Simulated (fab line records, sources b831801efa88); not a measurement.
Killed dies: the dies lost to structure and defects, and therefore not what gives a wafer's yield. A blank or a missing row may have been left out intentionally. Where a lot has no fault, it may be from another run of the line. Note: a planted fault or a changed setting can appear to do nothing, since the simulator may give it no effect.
One fault through the eyes of 2 desks    flow sky130    each desk has only its own numbers; what lay behind them comes last

## DESK OF THE TOOL OWNER: pecvd-04
The tool's own readings at SKY_PASSIVATION_CVD_02 (deposits Si3N4, target thk 540 nm): means of the sampled wafers that have a number, for each lot that ran on this tool. A lot is out of limits, marked OUT, if its mean lies more than 4 standard deviations from the usual mean; the brackets give that distance.
Columns: A = heater-power-outer-w at SKY_PASSIVATION_CVD_02, usual 431 W; B = heater-power-w at SKY_PASSIVATION_CVD_02, usual 736 W
lot   first seen here  A    B
L954  day 45 03:59     372  639
L958  day 46 02:29     431  717
L963  day 47 05:07     451  769
L960  day 47 07:43     447  776
Finding of this desk: none of the 4 lots has anything out of limits.

## METROLOGY DESK
What the gauges read for every lot (on any tool): the sampled wafers with a number, averaged. A lot is out of limits, marked OUT, if its mean lies more than 4 standard deviations from the usual mean; the brackets give that distance.
Columns: A = VIA2_W_THK at SKY_VIA2_THK_MEAS_23, usual 430 nm; B = PASSIVATION_CVD_02_THK at SKY_PASSIVATION_THK_MEAS_03, usual 540 nm
lot   first seen here  A    B
L953  day 37 21:37     431  541
L954  day 37 22:43     435  541
L956  day 38 10:25     425  539
L958  day 38 23:04     434  542
L963  day 40 07:35     431  564
L960  day 40 12:25     425  552
L964  day 41 00:37     433  534
L970  day 42 15:38     434  533
L971  day 42 23:24     444  540
L972  day 43 01:55     426  542
Finding of this desk: none of the 10 lots has anything out of limits.

## TAKEN TOGETHER
Nothing out of limits was seen by the tool owner's desk.
Nothing out of limits was seen by the metrology desk.

## WHAT HAD BEEN PUT IN BY THE SIMULATOR
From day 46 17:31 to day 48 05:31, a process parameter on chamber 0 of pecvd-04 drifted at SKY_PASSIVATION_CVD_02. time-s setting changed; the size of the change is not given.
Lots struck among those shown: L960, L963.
